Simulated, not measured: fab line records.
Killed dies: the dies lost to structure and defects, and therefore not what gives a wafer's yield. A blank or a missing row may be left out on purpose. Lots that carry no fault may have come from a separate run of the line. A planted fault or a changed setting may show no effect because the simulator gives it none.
Struck lot and sound lot, side by side -- flow sky130 -- 14 steps out of a route of 708
Sound: wafers L290.2, L290.3, L290.4. Struck: wafers L300.1, L300.2, L300.6. The cause is named last.
Per side, at each step with rows, come the tool, then ch with its chambers, and then its first start. Under that, the readings that differ: sound wafers -- struck wafers -- difference of the means -- sigmas: that difference in standard deviations of wafers without a fault.
alike: readings with means less than 2 such deviations apart, plus words and numbers identical on both sides. not compared: withheld readings, readings lacking a value on some wafer, bounds such as >300 that could conceal the same value, and numbers that have no deviation in the record and whose values overlap.
Wherever a step has rows on one side only, a row that says differs or no value, or a row with sigmas, the two part there. When numbers do not overlap yet have no deviation, they are printed without sigmas and do not part them. A reading that every wafer of one side lacks parts them only if that side has two wafers or more.

first, 2 steps without rows for these wafers: SKY_METAL3_PEB_11; SKY_METAL3_DEVELOP_12 (develop time 60 s).
SKY_METAL3_CD_MEAS_13 targets a cd of 300 nm.
  struck on cd sem-01, day 43 01:16; sound on cd sem-01, day 40 06:02
  alike: cd nm
SKY_METAL3_OVL_MEAS_14:
  struck on overlay-02, day 43 01:23; sound on overlay-02, day 40 06:08
  alike: METAL3_OVL
SKY_METAL3_DESCUM_15: chemistry O2, time 8 s.
  sound on rie metal-03 ch 0,1, day 40 06:10; struck on rie metal-04 ch 0,1, day 43 01:25
  alike: drypump motor current A, oes product au
  not compared: rf hours counter h
SKY_METAL3_ETCH_16: etches BARC in N2/H2, stops on SiO2, time 88.2 s, target depth 60 nm.
  sound on rie metal-03 ch 0,1, day 40 06:11; struck on rie metal-04 ch 0,1, day 43 01:26
  alike: drypump motor current A, oes product au, throttle valve pct
  not compared: rf hours counter h
SKY_METAL3_ETCH_17: etches SiO2 in C4F8/O2/Ar, stops on TiN, time 3.9 s, target depth 15 nm.
  sound on rie diel-03 ch 0,2,3, day 40 06:17; struck on rie diel-01 ch 0,1, day 43 01:32
  alike: oes product au
  not compared: rf hours counter h
SKY_METAL3_METAL_ETCH_18: etches the open film in Cl2/BCl3, stops on SiO2, target depth 845 nm, time 183.1 s.
  sound on rie metal-01 ch 0,1, day 40 06:19; struck on rie metal-03 ch 0,1, day 43 01:34
  alike: bcl3 flow sccm, drypump motor current A, oes product au, throttle valve pct
  not compared: rf hours counter h
SKY_METAL3_STRIP_19: strips in O2/N2.
  sound on plasma asher-01 ch 0,1, day 40 06:29; struck on plasma asher-02 ch 0,1, day 43 01:48
  alike: drypump motor current A, oes product au, strip time to endpoint s
  not compared: rf hours counter h
then, 3 steps without rows for these wafers: SKY_METAL3_STRIP_20 (strips in post etch residue remover, time 1200 s); SKY_METAL3_CLEAN_21 (cleans in IPA, time 180 s); SKY_METAL3_CLEAN_22 (cleans in O3/DIW).
SKY_VIA3_HDPCVD_00: deposits SiO2, target thk 1635 nm, time 272.5 s.
  sound on hdpcvd-01 ch 0,1, day 40 07:05; struck on hdpcvd-01 ch 1,2, day 43 02:26
reading,sound,struck,difference,sigmas
run length s (s),300.1 301.1 300.8,308.2 306.7 307.2,+6.7,+12
model.SiO2_of_VIA3_HDPCVD_00.thk nm (nm),1629 1635 1621,1646 1655 1649,+22,
  alike: susceptor temp C
SKY_VIA3_THK_MEAS_01:
  struck on film metro-01, day 43 02:36; sound on film metro-03, day 40 07:16
  alike: VIA3_HDPCVD_THK

## WHERE THEY PART
Only at SKY_VIA3_HDPCVD_00, within this record. Later steps at which nothing parts them and some readings are alike: SKY_VIA3_THK_MEAS_01.

WHY: what had been put in by the simulator
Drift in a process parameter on hdpcvd-01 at SKY_VIA3_HDPCVD_00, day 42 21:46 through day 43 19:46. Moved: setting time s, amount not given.
